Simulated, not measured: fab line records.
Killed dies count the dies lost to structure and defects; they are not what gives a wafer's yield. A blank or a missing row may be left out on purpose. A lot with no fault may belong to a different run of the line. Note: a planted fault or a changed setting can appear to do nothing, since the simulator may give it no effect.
Matching of chambers / flow gf180mcu / 4 sister chambers for GF_V4_CMP_04 on cmp-02
The step polishes SiO2. 4 wafers are shown with their chamber, then 7 later ones without.

== WAFERS PAIRED WITH THEIR CHAMBERS ==
wafer=L723.2; chamber=3; motor current A (A)=13.2
wafer=L723.5; chamber=1; motor current A (A)=11.2
wafer=L728.3; chamber=0; motor current A (A)=12.0
wafer=L728.4; chamber=2; motor current A (A)=13.6

== WAFERS WITH NO CHAMBER GIVEN ==
wafer=L728.6; motor current A (A)=14.2
wafer=L731.3; motor current A (A)=12.8
wafer=L731.5; motor current A (A)=13.1
wafer=L731.6; motor current A (A)=11.6
wafer=L733.1; motor current A (A)=13.4
wafer=L733.3; motor current A (A)=12.0
wafer=L733.5; motor current A (A)=11.2

== CHAMBER TAKEN BY EACH ==
wafer=L728.6; from the rows above=can't be placed: 2 or 3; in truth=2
wafer=L731.3; from the rows above=can't be placed: 3 or 2 or 0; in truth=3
wafer=L731.5; from the rows above=can't be placed: 3 or 2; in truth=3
wafer=L731.6; from the rows above=can't be placed: 0 or 1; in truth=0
wafer=L733.1; from the rows above=can't be placed: 2 or 3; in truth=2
wafer=L733.3; from the rows above=0; in truth=0
wafer=L733.5; from the rows above=1; in truth=1
Correct placement for 2 of the 7. From these rows, 5 cannot be placed; in 5 the true chamber is one of the candidates. Wrongly placed: 0.
How it was worked out, from the rows above alone: a wafer's distance from a chamber is the root of the sum, over the readings, of the square of ((its reading less the chamber's mean) divided by the reading's scatter). The wafer belongs to the nearest chamber; if the next one is less than 2 further off, it can't be placed. Each chamber's mean is taken over the wafers shown for it. The scatter: with one shown wafer a chamber, the root of the mean of the squares of how far each hidden wafer lies from its nearest shown one.
